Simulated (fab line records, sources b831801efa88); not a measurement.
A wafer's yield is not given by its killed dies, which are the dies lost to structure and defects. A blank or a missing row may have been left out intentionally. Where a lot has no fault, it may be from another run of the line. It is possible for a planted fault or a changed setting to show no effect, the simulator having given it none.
fab line records	flow sky130
[record] lots = 6	wafers = 18	lastDay = 49
route steps=708 shown METAL4@599 CAP2M@603 PAD_OPEN@708
lots that met no fault: taken from a fault-free run of the same line
startH: hours from the record's opening day to when the first of the lot's shown wafers began	waitH: how many hours have passed since the lot's step before this one	" same as the row above	L1.1+2: several wafers, shown together as one row	- no value, or no start given	* or withheld: withheld	< > ~ a bound
route shown NAME@n: a module of which the file shows steps, and the number in the route of the first	usual: mean and standard deviation over wafers with no fault	same: alike in all rows	chamber/n: place in a boat	sites: the reading at each site	_std_site: their standard deviation	_edge_site: the outer-site mean with the inner-site mean subtracted	radiusMm: for every site, how far away it sits from the centre of the wafer	mask NAME#n: copy n	behind: tool/chamber where the wafer was last shaped	hold: the reason the lot was held/the length of the hold in hours/how it ended	device: the n, p or np transistor that did not switch	end of line: tests of these same wafers at the route's end	a step given without rows: its recipe and nothing more	killed: count of dies lost to structure and defects at first sort (not the wafer's yield)	map: a wafer's dies, x killed, . not, _ none there
set.NAME: setting as actually run; set.NAME@STEP: the setting as run at that earlier step	model.NAME: the simulator's own value behind a step, which no gauge read
a table for each step, a row for each wafer; lots at some steps of the route
services: from which hour (startH, from the record's first day; less than 0 if before it) a tool's chamber was out of use, for how many hours, and why
[[steps]]
[step SKY_METAL4_SPUTTER_01]
[recipe] material = TiN	targetThkNm = 20	powerW = 6500	timeS = 16.7	chamberPressurePa = 0.4
[step SKY_METAL4_SPUTTER_02]
[recipe] material = AlCu	targetThkNm = 735	powerW = 10600	timeS = 39.1	chamberPressurePa = 0.4
[usual] cathodeDcPowerW = 10600/2.2	throttleValvePct = 30.0/1
lot.wafer	tool	chamber	startH	waitH	cathodeDcPowerW	throttleValvePct
L359.1	pvdSputter-01	-	953.93	0.0	10600	30.7
L359.4	"	-	"	"	10598	30.3
L359.6	"	-	"	"	10601	30.2
L365.4	pvdSputter-04	-	979.20	0.0	10601	30.7
L365.5	"	-	"	"	10597	29.1
L365.6	"	-	"	"	10598	30.7
L366.1	pvdSputter-01	-	982.34	0.0	10602	30.5
L366.5	"	-	"	"	10599	30.9
L366.6	"	-	"	"	10599	30.5
L370.1	pvdSputter-03	-	997.47	0.0	10601	28.5
L370.3	"	-	"	"	10606	29.1
L370.6	"	-	"	"	10604	31.8
L373.2	pvdSputter-01	-	1018.59	0.0	10603	30.6
L373.4	"	-	"	"	10601	30.2
L373.5	"	-	"	"	10601	30.2
L378.2	pvdSputter-01	-	1064.24	0.0	10599	30.2
L378.3	"	-	"	"	10603	30.6
L378.5	"	-	"	"	10600	30.3
[step SKY_METAL4_SPUTTER_03]
[recipe] material = Ti	targetThkNm = 5	powerW = 3000	timeS = 3.3	chamberPressurePa = 0.4
[usual] cathodeDcPowerW = 3000.1/0.51	throttleValvePct = 30.0/1
lot.wafer	tool	chamber	startH	waitH	cathodeDcPowerW	throttleValvePct
L359.1	pvdSputter-01	-	953.97	0.0	3000.6	30.9
L359.4	"	-	"	"	3000.2	30.5
L359.6	"	-	"	"	3000.0	30.2
L365.4	pvdSputter-04	-	979.24	0.0	2999.2	31.0
L365.5	"	-	"	"	3001.1	29.0
L365.6	"	-	"	"	2999.9	31.0
L366.1	pvdSputter-01	-	982.38	0.0	2999.7	30.7
L366.5	"	-	"	"	3000.6	30.8
L366.6	"	-	"	"	3000.8	30.3
L370.1	pvdSputter-03	-	997.51	0.0	3000.1	28.6
L370.3	"	-	"	"	2998.8	29.4
L370.6	"	-	"	"	3000.9	31.3
L373.2	pvdSputter-01	-	1018.63	0.0	3000.6	30.6
L373.4	"	-	"	"	3000.4	29.9
L373.5	"	-	"	"	2999.4	30.5
L378.2	pvdSputter-01	-	1064.28	0.0	3000.2	30.1
L378.3	"	-	"	"	3000.2	30.3
L378.5	"	-	"	"	2999.9	30.2
[step SKY_METAL4_SPUTTER_04]
[recipe] material = TiN	targetThkNm = 70	powerW = 6500	timeS = 58.3	chamberPressurePa = 0.4
[usual] cathodeDcPowerW = 6499.9/1.1	throttleValvePct = 30.0/1
lot.wafer	tool	chamber	startH	waitH	cathodeDcPowerW	throttleValvePct
L359.1	pvdSputter-01	-	953.99	0.0	6499.8	30.7
L359.4	"	-	"	"	6500.3	30.4
L359.6	"	-	"	"	6501.5	30.3
L365.4	pvdSputter-04	-	979.26	0.0	6499.2	30.9
L365.5	"	-	"	"	6499.7	29.2
L365.6	"	-	"	"	6499.3	30.9
L366.1	pvdSputter-01	-	982.39	0.0	6499.8	30.4
L366.5	"	-	"	"	6500.5	30.5
L366.6	"	-	"	"	6500.1	30.5
L370.1	pvdSputter-03	-	997.52	0.0	6499.7	28.7
L370.3	"	-	"	"	6499.9	29.2
L370.6	"	-	"	"	6499.5	31.4
L373.2	pvdSputter-01	-	1018.64	0.0	6497.8	30.6
L373.4	"	-	"	"	6499.4	30.3
L373.5	"	-	"	"	6498.9	30.3
L378.2	pvdSputter-01	-	1064.30	0.0	6500.3	30.3
L378.3	"	-	"	"	6501.4	30.3
L378.5	"	-	"	"	6497.8	30.6
[step SKY_CAP2M_CVD_00]
[recipe] material = SiO2	targetThkNm = 15.5	tempC = 400	timeS = withheld	rfW = 450
[usual] heaterPowerW = 729/83	rfFwdPowerW = 441.6/2.5
lot.wafer	tool	chamber	startH	waitH	heaterPowerW	rfFwdPowerW
L359.1	pecvd-04	2	954.04	0.0	644	441.6
L359.4	"	1	"	"	728	442.5
L359.6	"	2	"	"	626	441.4
L365.4	pecvd-04	0	979.32	0.0	622	443.4
L365.5	"	2	"	"	568	440.6
L365.6	"	1	"	"	779	440.6
L366.1	pecvd-01	1	982.44	0.0	743	444.5
L366.5	"	1	"	"	765	444.8
L366.6	"	0	"	"	776	438.4
L370.1	pecvd-04	2	997.57	0.0	654	439.9
L370.3	"	0	"	"	721	444.9
L370.6	"	2	"	"	659	440.0
L373.2	pecvd-03	0	1018.69	0.0	801	439.3
L373.4	"	2	"	"	895	438.2
L373.5	"	0	"	"	819	439.4
L378.2	pecvd-01	1	1064.35	0.0	735	443.0
L378.3	"	2	"	"	629	444.5
L378.5	"	1	"	"	736	443.1
[step SKY_CAP2M_THK_MEAS_01]
[recipe] reads = SiO2_of_CAP2M_CVD_00
[usual] CAP2M_CVD_00_THK = 15.49/0.19
lot.wafer	tool	chamber	startH	waitH	CAP2M_CVD_00_THK[nm]
L359.1	filmMetro-02	-	954.06	-	15.00
L359.4	"	-	"	"	15.44
L359.6	"	-	"	"	15.51
L365.4	filmMetro-01	-	979.36	-	15.47
L365.5	"	-	"	"	15.46
L365.6	"	-	"	"	15.62
L366.1	filmMetro-01	-	982.48	-	15.20
L366.5	"	-	"	"	15.36
L366.6	"	-	"	"	15.75
L370.1	filmMetro-02	-	997.60	-	15.33
L370.3	"	-	"	"	15.40
L370.6	"	-	"	"	15.50
L373.2	filmMetro-03	-	1018.72	-	15.02
L373.4	"	-	"	"	15.36
L373.5	"	-	"	"	15.71
L378.2	filmMetro-02	-	1064.38	-	15.26
L378.3	"	-	"	"	15.26
L378.5	"	-	"	"	15.45
[step SKY_CAP2M_SPUTTER_02]
[recipe] material = TiN	targetThkNm = 200	tempC = 300	powerW = 6500	timeS = 166.7	chamberPressurePa = 0.4
[usual] cathodeDcPowerW = 6500.0/1.2	throttleValvePct = 30.0/0.89
lot.wafer	tool	chamber	startH	waitH	cathodeDcPowerW	throttleValvePct
L359.1	pvdSputter-02	-	954.12	0.1	6500.7	30.3
L359.4	"	-	"	"	6498.4	28.9
L359.6	"	-	"	"	6501.5	30.4
L365.4	pvdSputter-03	-	979.45	0.1	6500.4	29.1
L365.5	"	-	"	"	6499.5	30.4
L365.6	"	-	"	"	6499.6	28.6
L366.1	pvdSputter-04	-	982.54	0.1	6498.8	29.0
L366.5	"	-	"	"	6499.6	29.4
L366.6	"	-	"	"	6500.2	30.8
L370.1	pvdSputter-04	-	997.66	0.1	6500.2	28.0
L370.3	"	-	"	"	6500.0	29.1
L370.6	"	-	"	"	6498.3	31.0
L373.2	pvdSputter-02	-	1018.77	0.0	6500.5	30.8
L373.4	"	-	"	"	6500.8	30.6
L373.5	"	-	"	"	6502.4	30.4
L378.2	pvdSputter-02	-	1064.43	0.0	6501.3	30.2
L378.3	"	-	"	"	6499.7	28.9
L378.5	"	-	"	"	6500.1	30.3
[step SKY_CAP2M_RS_MEAS_03]
[recipe] thkMeasGauge = four-point-probe	reads = TiN_of_CAP2M_SPUTTER_02
[usual] CAP2M_TIN_RS = 6.89/0.064
lot.wafer	tool	chamber	startH	waitH	CAP2M_TIN_RS[ohm/sq]
L359.1	filmMetro-01	-	954.23	0.1	6.86
L359.4	"	-	"	"	6.92
L359.6	"	-	"	"	6.91
L365.4	filmMetro-02	-	979.56	0.1	6.96
L365.5	"	-	"	"	6.94
L365.6	"	-	"	"	7.04
L366.1	filmMetro-03	-	982.65	0.1	6.94
L366.5	"	-	"	"	6.93
L366.6	"	-	"	"	6.94
L370.1	filmMetro-03	-	997.76	0.1	6.88
L370.3	"	-	"	"	6.86
L370.6	"	-	"	"	6.89
L373.2	filmMetro-01	-	1018.90	0.1	6.87
L373.4	"	-	"	"	6.84
L373.5	"	-	"	"	6.88
L378.2	filmMetro-01	-	1064.56	0.1	6.94
L378.3	"	-	"	"	6.98
L378.5	"	-	"	"	6.91
[step SKY_CAP2M_THK_MEAS_04]
[recipe] thkMeasGauge = xrf	reads = TiN_of_CAP2M_SPUTTER_02
[usual] CAP2M_TIN_THK = 201.0/2.2
lot.wafer	tool	chamber	startH	waitH	CAP2M_TIN_THK[nm]
L359.1	filmMetro-01	-	954.35	0.1	203.5
L359.4	"	-	"	"	201.2
L359.6	"	-	"	"	201.9
L365.4	filmMetro-02	-	979.65	0.1	196.4
L365.5	"	-	"	"	197.6
L365.6	"	-	"	"	193.9
L366.1	filmMetro-03	-	982.77	0.1	199.2
L366.5	"	-	"	"	200.0
L366.6	"	-	"	"	198.4
L370.1	filmMetro-03	-	997.88	0.1	201.9
L370.3	"	-	"	"	203.2
L370.6	"	-	"	"	200.6
L373.2	filmMetro-01	-	1019.01	0.1	202.5
L373.4	"	-	"	"	203.5
L373.5	"	-	"	"	202.2
L378.2	filmMetro-01	-	1064.67	0.1	200.3
L378.3	"	-	"	"	199.8
L378.5	"	-	"	"	201.4
[step SKY_CAP2M_DEHYDRATE_05]
[recipe] tempC = 200	timeS = 60
[step SKY_CAP2M_HMDS_06]
[recipe] primeTimeS = 60	primeTempC = 120
[step SKY_CAP2M_COAT_07]
[recipe] resist = NOVOLAK	spinRpm = 3000	resistThkNm = 1140
[step SKY_CAP2M_SOFTBAKE_08]
[recipe] tempC = 90	timeS = 60	resist = NOVOLAK
[usual] heaterPowerTotalW = 56.60/0.048	plateTempC = 90.02/0.14
lot.wafer	tool	chamber	startH	waitH	heaterPowerTotalW	plateTempC
L359.1	lithoTrack-04	0	965.10	0.1	56.54	90.23
L359.4	"	0	"	"	56.55	90.24
L359.6	"	0	"	"	56.65	90.25
L365.4	lithoTrack-04	0	990.67	0.1	57.58	91.43
L365.5	"	0	"	"	57.75	91.24
L365.6	"	0	"	"	57.67	91.06
L366.1	lithoTrack-04	0	993.55	0.1	57.77	91.36
L366.5	"	0	"	"	57.70	91.43
L366.6	"	0	"	"	57.67	91.39
L370.1	lithoTrack-02	0	1009.25	0.1	56.64	89.98
L370.3	"	0	"	"	56.58	89.83
L370.6	"	0	"	"	56.61	89.99
L373.2	lithoTrack-03	0	1030.87	0.1	56.57	90.03
L373.4	"	0	"	"	56.59	90.26
L373.5	"	0	"	"	56.61	90.11
L378.2	lithoTrack-02	0	1075.23	0.1	56.56	89.93
L378.3	"	0	"	"	56.65	90.03
L378.5	"	0	"	"	56.57	89.85
[step SKY_CAP2M_EXPOSE_09]
[recipe] maskId = CAP2M	na = 0.6	sourceShape = conventional	sigmaOuter = 0.6	polarization = unpolarized	targetCdNm = 1000	doseMj = 159
[step SKY_PAD_OPEN_PROBE_99]
[usual] defectLimitedYield = 82.4/2	killed_at_M0_to_M3 = 44/7.4	killed_at_M4_up = 3.0/1.6	killedAtContacts = 24/5	killedAtFrontEnd = 15/4.6	killedAtOther = 0.4/0.65	killedDies = 86/9.6	killedOpen = 48/7.4	killedShort = 38/6.9	sort_bin_3_pad_short = 0.9/0.43	sort_bin_5_function = 10.4/1.3	sort_bin_6_memory = 6.3/1.2	sortNPass = 406/9.6	sortYieldPct = 82.4/2
[same] grossDies = 492	killedAtBackSide = 0	sort_bin_4_leakage[%] = 0	sort_bin_8_speed[%] = 0
lot.wafer	tool	chamber	startH	waitH	defectLimitedYield[%]	killed_at_M0_to_M3	killed_at_M4_up	killedAtContacts	killedAtFrontEnd	killedAtOther	killedDies	killedOpen	killedShort	sort_bin_3_pad_short[%]	sort_bin_5_function[%]	sort_bin_6_memory[%]	sortNPass	sortYieldPct[%]
L359.1	prober-02	-	1093.15	0.1	82.5	38	5	29	14	0	86	47	39	0.6	10.8	6.1	406	82.5
L359.4	prober-02	-	1093.30	0.2	80.7	50	2	24	19	0	95	53	41	0.6	10.8	7.9	397	80.7
L359.6	prober-02	-	1093.40	0.2	82.7	44	0	26	15	0	85	43	42	1.0	11.0	5.3	407	82.7
L366.1	prober-02	-	1118.91	0.1	79.1	52	4	23	24	0	103	57	46	2.0	10.8	8.1	389	79.1
L366.5	prober-02	-	1119.11	0.2	81.7	51	2	20	16	1	90	49	39	1.4	9.6	7.3	402	81.7
L366.6	prober-02	-	1119.16	0.2	82.5	51	1	23	10	1	86	48	37	1.0	11.4	5.1	406	82.5
L370.1	prober-01	-	1132.47	0.1	81.3	49	6	27	10	0	92	49	43	0.4	12.6	5.7	400	81.3
L370.3	prober-01	-	1132.57	0.2	82.5	41	5	28	12	0	86	44	41	1.2	9.6	6.7	406	82.5
L370.6	prober-01	-	1132.72	0.2	83.3	46	6	17	13	0	82	39	43	0.6	10.0	6.1	410	83.3
L373.2	prober-01	-	1151.16	0.1	80.1	51	1	24	22	0	98	56	42	0.4	12.4	7.1	394	80.1
L373.4	prober-01	-	1151.26	0.2	81.1	46	2	27	18	0	93	49	44	1.0	13.0	4.9	399	81.1
L373.5	prober-01	-	1151.31	0.2	80.1	43	5	24	25	1	98	51	46	1.6	9.1	9.1	394	80.1
L378.2	prober-02	-	1186.65	0.1	84.8	33	1	23	18	0	75	38	37	0.8	9.3	5.1	417	84.8
L378.3	prober-02	-	1186.70	0.2	85.0	36	2	23	10	3	74	38	34	0.8	8.9	5.3	418	85.0
L378.5	prober-02	-	1186.80	0.2	83.5	43	4	22	12	0	81	36	45	0.8	9.6	6.1	411	83.5
// killed by level:class
L359.1 CONTACT:geometricParticle:open=12 VIA1:geometricParticle:open=10 FIELD_ISO:geometricParticle:short=8 LI_CONTACT:geometricParticle:open=6 VIA3:geometricParticle:open=6 VIA1:geometricParticle:short=6 CONTACT:geometricParticle:short=5 VIA2:geometricParticle:open=5
L359.4 CONTACT:geometricParticle:open=12 VIA2:geometricParticle:open=10 VIA3:geometricParticle:open=10 VIA1:geometricParticle:open=8 METAL1:geometricParticle:short=6 POLY_GATE:geometricParticle:open=5 CONTACT:geometricParticle:short=5 POLY_GATE:geometricParticle:short=4
L359.6 CONTACT:geometricParticle:open=12 VIA3:geometricParticle:open=9 METAL1:geometricParticle:short=8 VIA1:geometricParticle:short=6 POLY_GATE:geometricParticle:short=5 LI_CONTACT:geometricParticle:open=5 CONTACT:geometricParticle:short=5 VIA1:geometricParticle:open=5
L366.1 VIA1:geometricParticle:open=13 POLY_GATE:geometricParticle:open=8 VIA3:geometricParticle:open=7 LI_CONTACT:geometricParticle:open=7 VIA2:geometricParticle:open=7 CONTACT:geometricParticle:open=6 METAL3:geometricParticle:short=6 POLY_GATE:geometricParticle:short=5
L366.5 VIA1:geometricParticle:open=18 VIA2:geometricParticle:open=7 CONTACT:geometricParticle:open=6 VIA2:geometricParticle:short=5 LI_CONTACT:geometricParticle:short=5 METAL1:geometricParticle:short=5 FIELD_ISO:geometricParticle:short=4 LI_CONTACT:geometricParticle:open=4
L366.6 VIA1:geometricParticle:open=15 VIA2:geometricParticle:open=9 CONTACT:geometricParticle:open=8 LI_CONTACT:geometricParticle:open=7 METAL1:geometricParticle:short=6 VIA1:geometricParticle:short=5 CONTACT:geometricParticle:short=4 VIA3:geometricParticle:open=4
L370.1 VIA1:geometricParticle:open=12 CONTACT:geometricParticle:open=10 METAL1:geometricParticle:short=9 VIA3:geometricParticle:open=8 LI_CONTACT:geometricParticle:open=5 CONTACT:geometricParticle:short=5 VIA1:geometricParticle:short=5 FIELD_ISO:geometricParticle:short=4
L370.3 CONTACT:geometricParticle:open=14 VIA1:geometricParticle:open=7 VIA2:geometricParticle:open=7 CONTACT:geometricParticle:short=6 POLY_GATE:geometricParticle:short=5 VIA1:geometricParticle:short=5 LI_CONTACT:geometricParticle:open=4 METAL3:geometricParticle:short=4
L370.6 VIA1:geometricParticle:open=10 VIA3:geometricParticle:open=7 FIELD_ISO:geometricParticle:short=6 CONTACT:geometricParticle:short=6 VIA1:geometricParticle:short=6 VIA2:geometricParticle:open=6 METAL4:geometricParticle:short=5 METAL1:geometricParticle:short=5
L373.2 VIA1:geometricParticle:open=17 FIELD_ISO:geometricParticle:open=8 LI_CONTACT:geometricParticle:open=7 CONTACT:geometricParticle:open=6 VIA1:geometricParticle:short=6 VIA2:geometricParticle:open=6 LOCAL_INTERCONNECT:geometricParticle:short=5 VIA3:geometricParticle:open=5
L373.4 VIA3:geometricParticle:open=11 VIA1:geometricParticle:open=11 CONTACT:geometricParticle:short=8 VIA2:geometricParticle:open=7 CONTACT:geometricParticle:open=6 FIELD_ISO:geometricParticle:short=5 POLY_GATE:geometricParticle:open=5 LI_CONTACT:geometricParticle:open=5
L373.5 VIA1:geometricParticle:open=12 FIELD_ISO:geometricParticle:short=8 VIA3:geometricParticle:open=8 LI_CONTACT:geometricParticle:open=8 CONTACT:geometricParticle:open=8 FIELD_ISO:geometricParticle:open=6 POLY_GATE:geometricParticle:open=4 LOCAL_INTERCONNECT:geometricParticle:short=4
L378.2 POLY_GATE:geometricParticle:open=6 METAL1:geometricParticle:short=6 LI_CONTACT:geometricParticle:short=5 VIA2:geometricParticle:open=5 LOCAL_INTERCONNECT:geometricParticle:short=5 CONTACT:geometricParticle:open=5 FIELD_ISO:geometricParticle:short=4 VIA3:geometricParticle:open=4
L378.3 VIA2:geometricParticle:open=9 LI_CONTACT:geometricParticle:open=8 VIA1:geometricParticle:open=6 CONTACT:geometricParticle:short=5 CONTACT:geometricParticle:open=5 VIA3:geometricParticle:short=4 FIELD_ISO:geometricParticle:short=3 LI_CONTACT:geometricParticle:short=3
L378.5 METAL1:geometricParticle:short=9 CONTACT:geometricParticle:short=7 POLY_GATE:geometricParticle:open=6 VIA1:geometricParticle:open=6 VIA1:geometricParticle:short=5 LOCAL_INTERCONNECT:geometricParticle:short=4 CONTACT:geometricParticle:open=4 METAL2:geometricParticle:short=4
[[services]]
tool	chamber	startH	hours	kind
pecvd-04	-	932.33	1.2	repair
pecvd-03	1	933.47	9.2	repair
pecvd-03	2	939.95	-	clean
pecvd-03	2	939.95	29.5	scheduledDown
pecvd-03	2	939.95	29.5	ventCycle
pecvd-04	0	963.20	14.9	repair
pecvd-01	2	974.34	16.6	repair
pvdSputter-02	-	983.41	1.5	repair
lithoTrack-02	-	986.33	-	consumableReplace:filter
pecvd-01	2	990.91	5.0	scheduledDown
pvdSputter-02	-	995.85	1.8	repair
pecvd-01	2	995.91	5.5	scheduledDown
pvdSputter-04	-	1039.84	1.3	repair
pvdSputter-03	-	1070.13	1.3	repair
pecvd-01	1	1074.41	5.5	scheduledDown
[[key]]
[firstSign] step = SKY_CAP2M_SOFTBAKE_08	reading = heaterPowerTotalW	direction = up	sigmas = 23	usual = *	struck = *
[effect] step = SKY_CAP2M_SOFTBAKE_08	reading = plateTempC	direction = up	sigmas = 9	usual = *	struck = *
metAt SKY_CAP2M_SOFTBAKE_08
struckWafers L365.4,L365.5,L365.6,L366.1,L366.5,L366.6
rowsEnd L365.4,L365.5,L365.6
onsetBetween 965.10 990.67
[fault] kind = processParameterDrift	tool = lithoTrack-04	chamber = -	onsetH = 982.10	steps = SKY_CAP2M_SOFTBAKE_08	channel = tempC	offset = *	shape = step	actsIn = *	stated = *
// rowsEnd: these wafers met a further fault down the route, and their rows from its step on are left out
